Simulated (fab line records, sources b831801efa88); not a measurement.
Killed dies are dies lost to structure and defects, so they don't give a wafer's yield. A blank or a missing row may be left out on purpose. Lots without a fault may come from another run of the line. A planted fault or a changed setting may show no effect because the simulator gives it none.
Split-lot experiment | flow sfq_line | 5 lots, 23 wafers read, on a route of 325 steps

THE SPLIT
At SFQ_TRILAYER_JJ_CE_LITHO_COAT_114 (resist thk 600 nm), the setting resist_thk_nm was moved away from the recipe's 600 nm on 7 of the 23 wafers read, by -5.5% to +3.6%. The other wafers ran this setting at the recipe's value.

The file shows no step between the split and the reading.

THE READING
KrF_of_TRILAYER_JJ_CE_LITHO_COAT_114.thk_nm (the simulator's own value, which no gauge read), in nm, at SFQ_TRILAYER_JJ_CE_ETCH_RIE_118 (chemistry SF6, target Nb, stops on Al2O3, time 97.7 s, target depth 170 nm). The file gives no usual value for it. The 16 wafers here that ran the recipe average 475.1 nm, standard deviation 4.5 nm.

wafer  | tool, chamber at the split | resist_thk_nm as run, nm | against the recipe | KrF_of_TRILAYER_JJ_CE_LITHO_COAT_114.thk_nm, nm | against lot-mates on the recipe
L075.1 | litho_track-04, 0          | 600                      | recipe             | 480.4                                           | -
L075.2 | litho_track-04, 0          | 600                      | recipe             | 483                                             | -
L075.3 | litho_track-04, 0          | 613.3                    | +2.2%              | 491.8                                           | +10.4
L075.4 | litho_track-04, 0          | 613.3                    | +2.2%              | 497.6                                           | +16.2
L075.5 | litho_track-04, 0          | 600                      | recipe             | 480.7                                           | -
L076.2 | litho_track-04, 0          | 600                      | recipe             | 474.4                                           | -
L076.6 | litho_track-04, 0          | 600                      | recipe             | 474.4                                           | -
L076.3 | litho_track-04, 0          | 600                      | recipe             | 476.8                                           | -
L076.4 | litho_track-04, 0          | 600                      | recipe             | 476.5                                           | -
L076.5 | litho_track-04, 0          | 600                      | recipe             | 474.3                                           | -
L077.1 | litho_track-02, 0          | 600                      | recipe             | 470.4                                           | -
L077.2 | litho_track-02, 0          | 566.9                    | -5.5%              | 447.6                                           | -23.1
L077.4 | litho_track-02, 0          | 566.9                    | -5.5%              | 445                                             | -25.8
L077.5 | litho_track-02, 0          | 566.9                    | -5.5%              | 436.5                                           | -34.2
L077.6 | litho_track-02, 0          | 600                      | recipe             | 471.1                                           | -
L081.1 | litho_track-02, 0          | 600                      | recipe             | 464.4                                           | -
L081.3 | litho_track-02, 0          | 600                      | recipe             | 472.9                                           | -
L081.4 | litho_track-02, 0          | 621.6                    | +3.6%              | 493.1                                           | +23.8
L081.5 | litho_track-02, 0          | 600                      | recipe             | 470.7                                           | -
L081.6 | litho_track-02, 0          | 621.6                    | +3.6%              | 484.8                                           | +15.5
L083.1 | litho_track-02, 0          | 600                      | recipe             | 476.4                                           | -
L083.3 | litho_track-02, 0          | 600                      | recipe             | 479.1                                           | -
L083.4 | litho_track-02, 0          | 600                      | recipe             | 476.5                                           | -

THE FIT
A straight line over all 23 wafers: KrF_of_TRILAYER_JJ_CE_LITHO_COAT_114.thk_nm changes by +5.64 nm for each +1% of resist_thk_nm; r = +0.93; the points scatter about the line by 5.5 nm.
The same after taking each lot's own level away (the mean of its wafers on the recipe; 23 wafers): +5.2 nm for each +1%; r = +0.97; scatter 2.9 nm.
On that fit, the largest move of resist_thk_nm shifts the reading by 29 nm.
The lots' own levels span 469.33 to 481.37 nm, that is 2.7 times the standard deviation above.
So the lot-to-lot level changes the slope little: the two slopes agree.
Check: with one of the wafers moved furthest among these (-5.5%) left out of the fit, the line predicts -30.2 nm for it against its lot-mates. It came out at -23.1 nm against them.

OTHER SPLITS ON THESE WAFERS
These wafers also went through other splits before the reading. Each is held against what the fit with the lots' levels taken away leaves over:
other split on the same wafers                          | wafers away from the commonest value | r with KrF_of_TRILAYER_JJ_CE_LITHO_COAT_114.thk_nm (lot level and that fit taken away)
SFQ_TRILAYER_M2_ETCH_METAL_ETCH_060 icp_w               | 6                                    | -0.03
SFQ_TRILAYER_I2_VIA_LITHO_EXPOSE_068 dose_mj            | 11                                   | +0.06
SFQ_TRILAYER_M3_LITHO_COAT_075 spin_rpm                 | 10                                   | +0.02
SFQ_TRILAYER_M3_BARC_OPEN_METAL_ETCH_100 pressure_mtorr | 18                                   | -0.01
SFQ_TRILAYER_M4_LITHO_COAT_093 resist_thk_nm            | 9                                    | +0.20
SFQ_TRILAYER_M4_LITHO_PEB_096 peb_temp_c                | 10                                   | -0.11
SFQ_TRILAYER_I4_DEP_PECVD_099 time_s                    | 10                                   | +0.22
SFQ_TRILAYER_I4_VIA_LITHO_EXPOSE_104 dose_mj            | 9                                    | -0.14
SFQ_TRILAYER_I4_VIA_BARC_OPEN_VIA_ETCH_146 source_w     | 4                                    | -0.21
SFQ_TRILAYER_JJ_TRILAYER_DEP_SPUTTER_109 time_s         | 5                                    | +0.09

THE WHOLE CHAIN: every reading that the file lists as answering this split, in the file's order
step                              | what it does                                                               | reading                                                                                      | change (the file's fit)              | r (the file's)
SFQ_TRILAYER_JJ_CE_LITHO_COAT_114 | resist thk 600 nm                                                          | KrF_of_TRILAYER_JJ_CE_LITHO_COAT_114.thk_nm (the simulator's own value, which no gauge read) | +6.23 nm for each +1% of the setting | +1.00
SFQ_TRILAYER_JJ_CE_ETCH_RIE_118   | chemistry SF6, target Nb, stops on Al2O3, time 97.7 s, target depth 170 nm | KrF_of_TRILAYER_JJ_CE_LITHO_COAT_114.thk_nm (the simulator's own value, which no gauge read) | +5.24 nm for each +1% of the setting | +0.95

THE FILE'S OWN FIT
KrF_of_TRILAYER_JJ_CE_LITHO_COAT_114.thk_nm changes by +5.24 nm for each +1% of resist_thk_nm, r = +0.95.
